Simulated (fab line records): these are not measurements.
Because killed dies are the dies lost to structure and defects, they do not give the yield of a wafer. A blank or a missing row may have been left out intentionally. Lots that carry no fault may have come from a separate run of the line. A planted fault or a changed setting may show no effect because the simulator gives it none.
fab line records ; flow sky130
record lots=12; wafers=36; last_day=50
route steps=708 shown NWELL@81 VT_ADJUST_NCORE@129 LDD_HVN@275 LDD_HVP@285 PAD_OPEN@708
lots that met no fault: from a run of the same line without faults
start_h: the number of hours between the record's first day and the start of the first shown wafer of the lot ; wait_h: hours elapsed since this lot's preceding step ; " same as the row above ; L1.1+2: a row that stands for several wafers ; - no value, or no start was given ; * or withheld: withheld ; < > ~ a bound
route shown NAME@n: NAME is a module with steps in the file, n the number in the route of the first one ; usual: the fault-free wafers' mean and standard deviation ; same: alike in all rows ; chamber/n: place in a boat ; sites: per-site readings ; _std_site: their standard deviation ; _edge_site: inner sites' mean taken away from outer sites' mean ; radius_mm: how far each site lies from the wafer's centre ; mask NAME#n: copy n ; behind: tool/chamber where the wafer was last shaped ; hold: reason for holding the lot/hours on hold/outcome of the hold ; device: names the non-switching transistor (n, p or np) ; end of line: at the end of the route, the tests of the same wafers ; for a step that has no rows: nothing shown but its recipe ; killed: not the wafer's yield, but the dies lost to structure and defects at the first sort ; map: dies across one wafer; x = killed, . = not, _ = none there
set.NAME: the setting that was run; set.NAME@STEP: the one run at that earlier step ; model.NAME: the simulator's own value behind a step, which no gauge read
the route's steps for a sample of lots (tables are steps, rows are wafers)
services: a tool's chamber out of use, with start hour (start_h, from the record's first day; less than 0 if before it), hours out, and reason
## steps
# step SKY_NWELL_RTA_28
# recipe temp_c=1050; time_s=30; idle_temp_c=650; ramp_up_c_per_s=150; ramp_down_c_per_s=90; ambient=N2
# usual chamber_o2_ppm=1.998/0.02; lamp_power_pct=25.31/0.049; wafer_temp_C_max=1054.8/0.9
lot.wafer;tool;chamber;start_h;wait_h;chamber_o2_ppm;lamp_power_pct;wafer_temp_C_max
L177.1;rtp_anneal-02;0;102.49;0.0;2.003;25.28;1055.7
L177.3;rtp_anneal-02;0;102.49;0.0;2.005;25.27;1054.8
L177.4;rtp_anneal-02;0;102.49;0.0;1.995;25.29;1057.2
L179.2;rtp_anneal-01;0;114.89;0.0;2.005;25.28;1055.0
L179.3;rtp_anneal-01;0;114.89;0.0;1.993;25.39;1057.4
L179.4;rtp_anneal-01;0;114.89;0.0;2.004;25.36;1054.8
L180.1;rtp_anneal-01;0;122.33;0.0;2.022;25.29;1054.3
L180.3;rtp_anneal-01;0;122.33;0.0;2.010;25.29;1055.3
L180.5;rtp_anneal-01;0;122.33;0.0;1.987;25.29;1053.8
L181.4;rtp_anneal-02;0;129.18;0.1;2.004;25.30;1055.4
L181.5;rtp_anneal-02;0;129.18;0.1;2.005;25.32;1054.9
L181.6;rtp_anneal-02;0;129.18;0.1;2.018;25.25;1055.6
L184.1;rtp_anneal-01;0;144.77;0.0;2.024;25.31;1054.2
L184.2;rtp_anneal-01;0;144.77;0.0;2.020;25.28;1054.6
L184.5;rtp_anneal-01;0;144.77;0.0;1.992;25.31;1053.5
L186.3;rtp_anneal-01;0;160.05;0.0;2.021;25.34;1056.4
L186.5;rtp_anneal-01;0;160.05;0.0;2.009;25.36;1054.7
L186.6;rtp_anneal-01;0;160.05;0.0;2.012;25.25;1054.3
L189.3;rtp_anneal-01;0;174.33;0.0;2.009;25.33;1056.1
L189.4;rtp_anneal-01;0;174.33;0.0;2.015;25.33;1055.7
L189.5;rtp_anneal-01;0;174.33;0.0;1.996;25.32;1054.6
L192.1;rtp_anneal-02;0;194.33;0.0;1.998;25.40;1055.4
L192.3;rtp_anneal-02;0;194.33;0.0;1.996;25.26;1052.6
L192.6;rtp_anneal-02;0;194.33;0.0;2.007;25.22;1054.5
L196.2;rtp_anneal-02;0;219.99;0.0;2.031;25.29;1054.3
L196.4;rtp_anneal-02;0;219.99;0.0;1.992;25.23;1055.1
L196.5;rtp_anneal-02;0;219.99;0.0;1.991;25.32;1054.4
L197.4;rtp_anneal-02;0;225.20;0.1;2.031;25.32;1054.6
L197.5;rtp_anneal-02;0;225.20;0.1;2.021;25.29;1054.4
L197.6;rtp_anneal-02;0;225.20;0.1;1.979;25.19;1053.6
L198.1;rtp_anneal-02;0;232.92;0.0;1.974;25.27;1054.2
L198.5;rtp_anneal-02;0;232.92;0.0;2.033;25.27;1056.2
L198.6;rtp_anneal-02;0;232.92;0.0;2.023;25.35;1056.9
L199.1;rtp_anneal-01;0;239.38;0.0;1.985;25.30;1057.6
L199.2;rtp_anneal-01;0;239.38;0.0;1.966;25.21;1055.0
L199.4;rtp_anneal-01;0;239.38;0.0;1.999;25.31;1054.5
# step SKY_VT_ADJUST_NCORE_STRIP_10
# recipe chemistry=O2/N2; power_w=1400; pressure_mtorr=1500; platen_temp_c=withheld; o2_flow_sccm=3000; n2_flow_sccm=300; overash_fraction=0.5
# usual drypump_motor_current_A=6.0/0.4; oes_product_au=0.716/0.005; strip_time_to_endpoint_s=14.19/0.036
lot.wafer;tool;chamber;start_h;wait_h;drypump_motor_current_A;oes_product_au;rf_hours_counter_h;strip_time_to_endpoint_s
L177.1;plasma_asher-01;1;179.34;0.1;6.0;0.713;49;14.14
L177.3;plasma_asher-01;0;179.34;0.1;5.1;0.720;-;14.16
L177.4;plasma_asher-01;1;179.34;0.1;6.1;0.721;-;14.16
L179.2;plasma_asher-04;1;196.49;0.1;6.3;0.717;51;14.19
L179.3;plasma_asher-04;1;196.49;0.1;6.3;0.720;-;14.17
L179.4;plasma_asher-04;0;196.49;0.1;5.9;0.717;-;14.23
L180.1;plasma_asher-04;0;203.15;0.1;5.9;0.719;52;14.18
L180.3;plasma_asher-04;1;203.15;0.1;6.3;0.724;-;14.18
L180.5;plasma_asher-04;1;203.15;0.1;6.3;0.722;-;14.16
L181.4;plasma_asher-03;0;209.59;0.1;6.4;0.716;-;14.21
L181.5;plasma_asher-03;0;209.59;0.1;6.5;0.710;-;14.20
L181.6;plasma_asher-03;1;209.59;0.1;6.1;0.722;-;14.21
L184.1;plasma_asher-01;0;229.84;0.1;5.1;0.715;54;14.20
L184.2;plasma_asher-01;1;229.84;0.1;6.1;0.708;54;14.18
L184.5;plasma_asher-01;0;229.84;0.1;5.1;0.720;-;14.19
L186.3;plasma_asher-03;1;246.49;0.1;6.1;0.718;-;14.20
L186.5;plasma_asher-03;0;246.49;0.1;6.5;0.716;-;14.20
L186.6;plasma_asher-03;1;246.49;0.1;6.1;0.716;-;14.22
L189.3;plasma_asher-04;0;263.64;0.1;5.9;0.711;-;14.11
L189.4;plasma_asher-04;1;263.64;0.1;6.3;0.721;-;14.19
L189.5;plasma_asher-04;1;263.64;0.1;6.3;0.717;-;14.16
L192.1;plasma_asher-04;0;285.90;0.1;5.9;0.721;60;14.20
L192.3;plasma_asher-04;1;285.90;0.1;6.3;0.718;-;14.17
L192.6;plasma_asher-04;0;285.90;0.1;5.9;0.715;-;14.19
L196.2;plasma_asher-03;1;313.65;0.1;6.1;0.725;47;14.17
L196.4;plasma_asher-03;1;313.65;0.1;6.1;0.705;-;14.20
L196.5;plasma_asher-03;0;313.65;0.1;6.5;0.720;-;14.24
L197.4;plasma_asher-01;1;321.07;0.1;6.1;0.719;-;14.11
L197.5;plasma_asher-01;0;321.07;0.1;5.1;0.711;-;14.11
L197.6;plasma_asher-01;1;321.07;0.1;6.0;0.717;-;14.12
L198.1;plasma_asher-04;1;327.21;0.1;6.3;0.717;64;14.16
L198.5;plasma_asher-04;0;327.21;0.1;5.9;0.718;-;14.11
L198.6;plasma_asher-04;1;327.21;0.1;6.3;0.725;-;14.15
L199.1;plasma_asher-03;0;336.41;0.1;6.5;0.721;49;14.19
L199.2;plasma_asher-03;1;336.41;0.1;6.1;0.722;49;14.16
L199.4;plasma_asher-03;0;336.41;0.1;6.5;0.721;-;14.21
# step SKY_LDD_HVN_IMPLANT_08
# recipe species=P; energy_kev=60; dose_cm2=3e+13; tilt_deg=40
# usual tilt_deg=40.002/0.02
lot.wafer;tool;chamber;start_h;wait_h;tilt_deg
L177.1;implanter-02;0;471.16;0.0;39.985
L177.3;implanter-02;0;471.16;0.0;39.994
L177.4;implanter-02;0;471.16;0.0;39.955
L179.2;implanter-03;0;475.01;0.0;40.003
L179.3;implanter-03;0;475.01;0.0;39.998
L179.4;implanter-03;0;475.01;0.0;40.004
L180.1;implanter-01;0;497.23;0.0;39.986
L180.3;implanter-01;0;497.23;0.0;39.993
L180.5;implanter-01;0;497.23;0.0;40.011
L181.4;implanter-03;0;506.38;0.1;40.002
L181.5;implanter-03;0;506.38;0.1;40.019
L181.6;implanter-03;0;506.38;0.1;40.008
L184.1;implanter-02;0;522.53;0.0;-0.005
L184.2;implanter-02;0;522.53;0.0;0.022
L184.5;implanter-02;0;522.53;0.0;0.001
L186.3;implanter-02;0;545.71;0.1;0.012
L186.5;implanter-02;0;545.71;0.1;0.037
L186.6;implanter-02;0;545.71;0.1;0.036
L189.3;implanter-01;0;564.78;0.1;40.007
L189.4;implanter-01;0;564.78;0.1;39.988
L189.5;implanter-01;0;564.78;0.1;39.991
L192.1;implanter-03;0;591.43;0.0;40.003
L192.3;implanter-03;0;591.43;0.0;39.964
L192.6;implanter-03;0;591.43;0.0;39.996
L196.2;implanter-02;0;626.08;0.1;40.008
L196.4;implanter-02;0;626.08;0.1;40.033
L196.5;implanter-02;0;626.08;0.1;40.042
L197.4;implanter-02;0;632.68;0.1;40.007
L197.5;implanter-02;0;632.68;0.1;39.963
L197.6;implanter-02;0;632.68;0.1;40.018
L198.1;implanter-01;0;643.11;0.0;39.974
L198.5;implanter-01;0;643.11;0.0;39.965
L198.6;implanter-01;0;643.11;0.0;39.988
L199.1;implanter-01;0;651.06;0.0;40.017
L199.2;implanter-01;0;651.06;0.0;40.036
L199.4;implanter-01;0;651.06;0.0;39.979
# step SKY_LDD_HVN_TW_MEAS_10
# usual LDD_HVN_TW=1432/9.9
lot.wafer;tool;chamber;start_h;wait_h;LDD_HVN_TW
L177.1;film_metro-01;-;471.41;0.1;1421
L177.3;film_metro-01;-;471.41;0.1;1426
L177.4;film_metro-01;-;471.41;0.1;1424
L179.2;film_metro-02;-;475.25;0.1;1436
L179.3;film_metro-02;-;475.25;0.1;1437
L179.4;film_metro-02;-;475.25;0.1;1433
L180.1;film_metro-03;-;497.48;0.1;1433
L180.3;film_metro-03;-;497.48;0.1;1436
L180.5;film_metro-03;-;497.48;0.1;1441
L181.4;film_metro-02;-;506.59;0.1;1437
L181.5;film_metro-02;-;506.59;0.1;1431
L181.6;film_metro-02;-;506.59;0.1;1435
L184.1;film_metro-03;-;522.78;0.1;1287
L184.2;film_metro-03;-;522.78;0.1;1279
L184.5;film_metro-03;-;522.78;0.1;1286
L186.3;film_metro-03;-;545.93;0.1;1283
L186.5;film_metro-03;-;545.93;0.1;1285
L186.6;film_metro-03;-;545.93;0.1;1285
L189.3;film_metro-02;-;565.00;0.1;1426
L189.4;film_metro-02;-;565.00;0.1;1436
L189.5;film_metro-02;-;565.00;0.1;1432
L192.1;film_metro-03;-;591.68;0.1;1435
L192.3;film_metro-03;-;591.68;0.1;1431
L192.6;film_metro-03;-;591.68;0.1;1437
L196.2;film_metro-03;-;626.32;0.1;1451
L196.4;film_metro-03;-;626.32;0.1;1440
L196.5;film_metro-03;-;626.32;0.1;1438
L197.4;film_metro-02;-;632.89;0.1;1441
L197.5;film_metro-02;-;632.89;0.1;1445
L197.6;film_metro-02;-;632.89;0.1;1435
L198.1;film_metro-01;-;643.36;0.1;1420
L198.5;film_metro-01;-;643.36;0.1;1425
L198.6;film_metro-01;-;643.36;0.1;1415
L199.1;film_metro-01;-;651.31;0.1;1416
L199.2;film_metro-01;-;651.31;0.1;1416
L199.4;film_metro-01;-;651.31;0.1;1408
# step SKY_LDD_HVP_OVL_MEAS_07
# usual LDD_HVP_OVL=1.0/1.4
lot.wafer;tool;chamber;start_h;wait_h;LDD_HVP_OVL[nm]
L177.1;overlay-02;-;501.82;0.1;1.5
L177.3;overlay-02;-;501.82;0.1;-2.9
L177.4;overlay-02;-;501.82;0.1;1.9
L179.2;overlay-02;-;506.13;0.1;1.4
L179.3;overlay-02;-;506.13;0.1;1.0
L179.4;overlay-02;-;506.13;0.1;0.4
L180.1;overlay-02;-;527.83;0.1;1.5
L180.3;overlay-02;-;527.83;0.1;0.8
L180.5;overlay-02;-;527.83;0.1;1.1
L181.4;overlay-01;-;536.54;0.1;-0.2
L181.5;overlay-01;-;536.54;0.1;0.8
L181.6;overlay-01;-;536.54;0.1;2.8
L184.1;overlay-02;-;552.20;0.1;0.4
L184.2;overlay-02;-;552.20;0.1;0.7
L184.5;overlay-02;-;552.20;0.1;1.1
L186.3;overlay-02;-;575.64;0.1;2.2
L186.5;overlay-02;-;575.64;0.1;2.1
L186.6;overlay-02;-;575.64;0.1;1.9
L189.3;overlay-02;-;594.18;0.1;-1.1
L189.4;overlay-02;-;594.18;0.1;-0.4
L189.5;overlay-02;-;594.18;0.1;0.1
L192.1;overlay-02;-;621.20;0.1;2.1
L192.3;overlay-02;-;621.20;0.1;0.5
L192.6;overlay-02;-;621.20;0.1;1.8
L196.2;overlay-02;-;654.93;0.1;0.4
L196.4;overlay-02;-;654.93;0.1;1.7
L196.5;overlay-02;-;654.93;0.1;1.3
L197.4;overlay-02;-;660.02;0.1;-0.5
L197.5;overlay-02;-;660.02;0.1;1.6
L197.6;overlay-02;-;660.02;0.1;1.6
L198.1;overlay-02;-;671.67;0.1;4.1
L198.5;overlay-02;-;671.67;0.1;2.1
L198.6;overlay-02;-;671.67;0.1;3.9
L199.1;overlay-02;-;679.02;0.1;2.2
L199.2;overlay-02;-;679.02;0.1;1.6
L199.4;overlay-02;-;679.02;0.1;2.3
# step SKY_PAD_OPEN_PROBE_99
# usual killed_at_M0_to_M3=45/7; killed_at_M4_up=3.4/1.8; killed_at_contacts=24/5.4; killed_at_front_end=16/4.8; killed_at_other=0.4/0.62; killed_dies=89/10; killed_on_rim=17/3.5; killed_open=48/7.2; killed_short=40/6.3
# same gross_dies=492; killed_at_back_side=0
lot.wafer;tool;chamber;start_h;wait_h;killed_at_M0_to_M3;killed_at_M4_up;killed_at_contacts;killed_at_front_end;killed_at_other;killed_dies;killed_on_rim;killed_open;killed_short
L186.3;prober-01;-;1129.47;0.2;59;3;14;10;0;86;19;41;45
L186.5;prober-01;-;1129.57;0.2;41;2;23;18;0;84;14;42;41
L186.6;prober-01;-;1129.62;0.2;40;7;33;14;0;94;22;50;44
# killed by level:class
L186.3 VIA1:geometric_particle:open=13 METAL2:geometric_particle:short=9 VIA2:geometric_particle:open=8 VIA1:geometric_particle:short=7 VIA3:geometric_particle:open=6 CONTACT:geometric_particle:short=5 METAL3:geometric_particle:short=5 CONTACT:geometric_particle:open=4
L186.5 VIA1:geometric_particle:open=9 VIA2:geometric_particle:open=7 CONTACT:geometric_particle:short=7 LI_CONTACT:geometric_particle:open=5 VIA1:geometric_particle:short=5 FIELD_ISO:geometric_particle:short=4 POLY_GATE:geometric_particle:short=4 CONTACT:geometric_particle:open=4
L186.6 CONTACT:geometric_particle:open=13 VIA1:geometric_particle:open=12 LOCAL_INTERCONNECT:geometric_particle:short=9 METAL2:geometric_particle:short=6 FIELD_ISO:geometric_particle:open=5 METAL4:geometric_particle:short=5 LI_CONTACT:geometric_particle:open=4 CONTACT:geometric_particle:short=4
## services
tool;chamber;start_h;hours;kind
implanter-01;-;98.79;1.8;repair
plasma_asher-01;-;103.98;0.7;repair
implanter-01;-;112.23;2.4;repair
implanter-02;-;132.97;3.4;repair
implanter-01;-;185.80;21.1;pm
implanter-02;-;198.89;4.9;pm
implanter-01;-;208.38;3.6;pm
plasma_asher-03;-;226.11;2.4;repair
implanter-01;-;238.14;1.4;repair
plasma_asher-04;-;240.21;2.1;repair
plasma_asher-03;-;260.45;1.1;repair
plasma_asher-04;-;264.11;0.7;repair
implanter-01;-;324.81;5.5;pm
implanter-02;-;346.42;1.4;repair
implanter-01;-;355.58;3.0;repair
implanter-02;-;382.12;5.2;repair
implanter-01;-;395.60;1.3;repair
implanter-02;-;400.11;5.4;repair
plasma_asher-04;-;402.15;2.4;repair
plasma_asher-04;-;421.25;9.0;pm
plasma_asher-04;-;441.50;1.0;repair
rtp_anneal-01;-;476.18;3.4;pm
plasma_asher-04;-;477.43;4.0;pm
implanter-02;-;648.66;7.0;repair
## key
first_sign step=SKY_LDD_HVN_IMPLANT_08; reading=tilt_deg; direction=down; sigmas=99+; usual=*; struck=*
effect step=SKY_LDD_HVN_TW_MEAS_10; reading=LDD_HVN_TW; direction=down; sigmas=15; usual=1432; struck=1284
met_at SKY_LDD_HVN_IMPLANT_08
struck_lots L184,L186
tester_left_out L184,L186
not_acting_at SKY_NWELL_RTA_28,SKY_VT_ADJUST_NCORE_STRIP_10,SKY_LDD_HVP_OVL_MEAS_07
onset_between 471.16 522.53
fault kind=process_parameter_drift; tool=implanter-02; chamber=-; onset_h=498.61; steps=SKY_LDD_HVN_IMPLANT_08; channel=tilt_deg; offset=*; shape=step; end_h=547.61; acts_in=*; stated=*
# tester_left_out: of these lots the tester's yield and bins aren't shown, on N5 and GAA mostly nor the transistor test; their killed dies are dies lost to structure and defects alone, not to doping, threshold or leakage, so they don't give the yield
